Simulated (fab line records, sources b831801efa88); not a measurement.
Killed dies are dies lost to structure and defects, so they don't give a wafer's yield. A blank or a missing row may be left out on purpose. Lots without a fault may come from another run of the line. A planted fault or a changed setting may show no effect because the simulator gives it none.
A struck lot beside a sound one | flow sky130 | 43 steps out of a route of 708
Sound: wafers L219.2, L219.3, L219.5. Struck: wafers L218.3, L218.5, L218.6. The cause comes at the end.
At each step with rows: each side's tool, then ch and its chambers, then its first start. Under that, the readings that differ: sound wafers | struck wafers | difference of the means | sigmas: that difference in standard deviations of wafers without a fault.
alike: readings whose means differ by less than 2 such deviations, and words and numbers that are the same on both sides. not compared: withheld readings, readings that some wafer has no value for, bounds like >300 that may hide the same value, and numbers for which the record gives no deviation and whose values overlap.
The two part at a step that has a row with sigmas, a row that says differs or no value, or rows on one side only. Numbers that don't overlap but have no deviation are shown without sigmas and don't part them. A reading that every wafer of one side lacks parts them only if that side has two wafers or more.

first, 5 steps without rows for these wafers: SKY_SONOS_ONO_COAT_08 (resist thk 1140 nm); SKY_SONOS_ONO_SOFTBAKE_09 (time 60 s); SKY_SONOS_ONO_EXPOSE_10 (exposes mask ONOM, target cd 410 nm); SKY_SONOS_ONO_PEB_11; SKY_SONOS_ONO_DEVELOP_12 (develop time 60 s).
SKY_SONOS_ONO_CD_MEAS_13: target cd 410 nm.
  sound on cd_sem-01, day 18 07:13; struck on cd_sem-01, day 17 23:19
  alike: cd_nm
SKY_SONOS_ONO_OVL_MEAS_14:
  sound on overlay-01, day 18 07:20; struck on overlay-01, day 17 23:24
  reading            | sound        | struck         | difference | sigmas
  SONOS_ONO_OVL (nm) | -1.1 0.0 1.8 | -0.9 -2.2 -3.4 | -2.4       | -2
SKY_SONOS_ONO_ETCH_15: etches the open film in CHF3/O2, target depth 19.52 nm, time 7.8 s.
  sound on rie_diel-02 ch 0,1, day 18 07:22; struck on rie_diel-03 ch 0,3, day 17 23:26
  alike: chf3_flow_sccm, drypump_motor_current_A, oes_product_au, throttle_valve_pct
  not compared: rf_hours_counter_h
then, 1 step without rows for these wafers: SKY_SONOS_ONO_WET_ETCH_16 (etches SiO2 in dHF, target depth 14 nm, time 280 s).
SKY_SONOS_ONO_STRIP_17: strips in O2/N2.
  sound on plasma_asher-01 ch 1, day 18 07:28; struck on plasma_asher-02 ch 0,1, day 17 23:34
  alike: drypump_motor_current_A, oes_product_au, strip_time_to_endpoint_s
  not compared: rf_hours_counter_h
then, 2 steps without rows for these wafers: SKY_SONOS_ONO_WET_ETCH_18 (etches Si3N4 in H3PO4, target depth 15 nm, time 172 s); SKY_GATE_OXIDE_CLEAN_00 (cleans in SC1/SC2, time 150 s).
SKY_GATE_OXIDE_OXIDATION_01: stabilise 600 s, purge 300 s, target thk 10.268 nm.
  sound on furnace-02 ch 0, day 18 09:20; struck on furnace-01 ch 0, day 17 23:44
  alike: zone_power_lower_pct
SKY_GATE_OXIDE_THK_MEAS_02:
  sound on film_metro-01, day 18 10:46; struck on film_metro-01, day 18 01:10
  alike: GATE_OXIDE_OXIDATION_00_THK
then, 7 steps without rows for these wafers: SKY_GATE_OXIDE_DEHYDRATE_03 (time 60 s); SKY_GATE_OXIDE_HMDS_04 (prime time 60 s); SKY_GATE_OXIDE_COAT_05 (resist thk 1140 nm); SKY_GATE_OXIDE_SOFTBAKE_06 (time 60 s); SKY_GATE_OXIDE_EXPOSE_07 (exposes mask LVOM, target cd 600 nm); SKY_GATE_OXIDE_PEB_08; SKY_GATE_OXIDE_DEVELOP_09 (develop time 60 s).
SKY_GATE_OXIDE_OVL_MEAS_10:
  sound on overlay-01, day 19 16:35; struck on overlay-02, day 19 06:54
  alike: GATE_OXIDE_OVL
then, 2 steps without rows for these wafers: SKY_GATE_OXIDE_IMPLANT_11; SKY_GATE_OXIDE_WET_ETCH_12 (etches SiO2 in dHF, target depth 16.8 nm, time 336 s).
SKY_GATE_OXIDE_STRIP_13: strips in O2/N2.
  sound on plasma_asher-04 ch 0, day 19 16:52; struck on plasma_asher-04 ch 0,1, day 19 07:13
  alike: drypump_motor_current_A, oes_product_au, strip_time_to_endpoint_s
  not compared: rf_hours_counter_h
SKY_GATE_OXIDE_TW_MEAS_14:
  sound on film_metro-01, day 19 16:59; struck on film_metro-02, day 19 07:17
  reading       | sound             | struck            | difference | sigmas
  GATE_OXIDE_TW | 222.2 222.2 223.1 | 227.4 228.0 227.9 | +5.3       | +4
then, 3 steps without rows for these wafers: SKY_GATE_OXIDE_CLEAN_15 (cleans in SC1/SC2, time 150 s); SKY_GATE_OXIDE_OXIDATION_16 (stabilise 600 s, purge 300 s, target thk 3.57 nm); SKY_POLY_GATE_CVD_00 (deposits poly-Si, target thk 180 nm, time 720 s).
SKY_POLY_GATE_THK_MEAS_01:
  sound on film_metro-04, day 19 19:49; struck on film_metro-01, day 19 10:08
  reading                   | sound             | struck            | difference | sigmas
  POLY_GATE_CVD_00_THK (nm) | 180.9 181.9 182.7 | 178.6 177.9 178.2 | -3.6       | -2
then, 8 steps without rows for these wafers: SKY_RES_PROTECT_DEHYDRATE_00 (time 60 s); SKY_RES_PROTECT_HMDS_01 (prime time 60 s); SKY_RES_PROTECT_COAT_02 (resist thk 1140 nm); SKY_RES_PROTECT_SOFTBAKE_03 (time 60 s); SKY_RES_PROTECT_EXPOSE_04 (exposes mask RPM, target cd 1270 nm); SKY_RES_PROTECT_PEB_05; SKY_RES_PROTECT_DEVELOP_06 (develop time 60 s); SKY_POLY_GATE_IMPLANT_02.
SKY_RES_PROTECT_STRIP_07: strips in O2/N2.
  sound on plasma_asher-02 ch 0, day 21 02:46; struck on plasma_asher-02 ch 0,1, day 20 18:41
  alike: drypump_motor_current_A, oes_product_au, strip_time_to_endpoint_s
  not compared: rf_hours_counter_h
SKY_RES_PROTECT_TW_MEAS_08:
  sound on film_metro-03, day 21 02:53; struck on film_metro-04, day 20 18:47
  alike: POLY_GATE_TW
then, 2 steps without rows for these wafers: SKY_RES_PROTECT_CLEAN_09 (cleans in SC1/SC2, time 150 s); SKY_POLY_GATE_CVD_03 (deposits Si3N4 from DCS/NH3, target thk 75 nm, time 1290 s).
-- the record jumps here: 29 days lie between the struck wafers' starts before and after (it left off in module POLY_GATE and takes up again in module PAD_OPEN, whose first step shown is number 708 of the route) --
SKY_PAD_OPEN_PROBE_99:
  sound on prober-01, day 49 21:35; struck on prober-02, day 49 15:09
  reading                                           | sound                | struck               | difference | sigmas
  model.etest.cap_thick_oxide.gate_bv_v (V)         | 15.57 15.91 15.55    | 13.22 13.14 13.29    | -2.46      |
  model.etest.cap_thick_oxide.gate_log10_a_cm2      | -6.905 -7.049 -6.761 | -6.168 -6.409 -6.304 | +0.611     |
  model.etest.diode_nwell_sub.leak_log10_a_cm2      | -7.464 -7.331 -7.446 | -6.125 -6.571 -6.102 | +1.148     |
  model.etest.diode_dnwell_sub.leak_log10_a_cm2     | -7.288 -7.322 -7.236 | -6.06 -6.341 -6.41   | +1.01      |
  model.etest.diode_pwell_dnwell.leak_log10_a_cm2   | -7.484 -7.487 -7.614 | -6.832 -6.508 -6.563 | +0.894     |
  model.etest.diode_ndiff_pwell_hv.leak_log10_a_cm2 | -6.985 -6.674 -6.884 | -6.242 -6.308 -6.412 | +0.527     |
  model.etest.diode_pdiff_nwell_hv.leak_log10_a_cm2 | -6.737 -6.736 -6.629 | -6.551 -6.167 -6.006 | +0.459     |
  model.etest.diode_ndiff_pwell.leak_log10_a_cm2    | -7.116 -7.433 -7.514 | -6.763 -6.961 -6.858 | +0.494     |
  alike: killed_at_M0_to_M3, killed_at_M4_up, killed_at_contacts, killed_at_front_end, killed_at_other, killed_dies, killed_open, killed_short

WHERE THEY PART
First at SKY_SONOS_ONO_OVL_MEAS_14; last, within this record, at SKY_POLY_GATE_THK_MEAS_01. Later steps at which nothing parts them and some readings are alike: SKY_RES_PROTECT_STRIP_07, SKY_RES_PROTECT_TW_MEAS_08, SKY_PAD_OPEN_PROBE_99.

WHY: what the simulator had put in
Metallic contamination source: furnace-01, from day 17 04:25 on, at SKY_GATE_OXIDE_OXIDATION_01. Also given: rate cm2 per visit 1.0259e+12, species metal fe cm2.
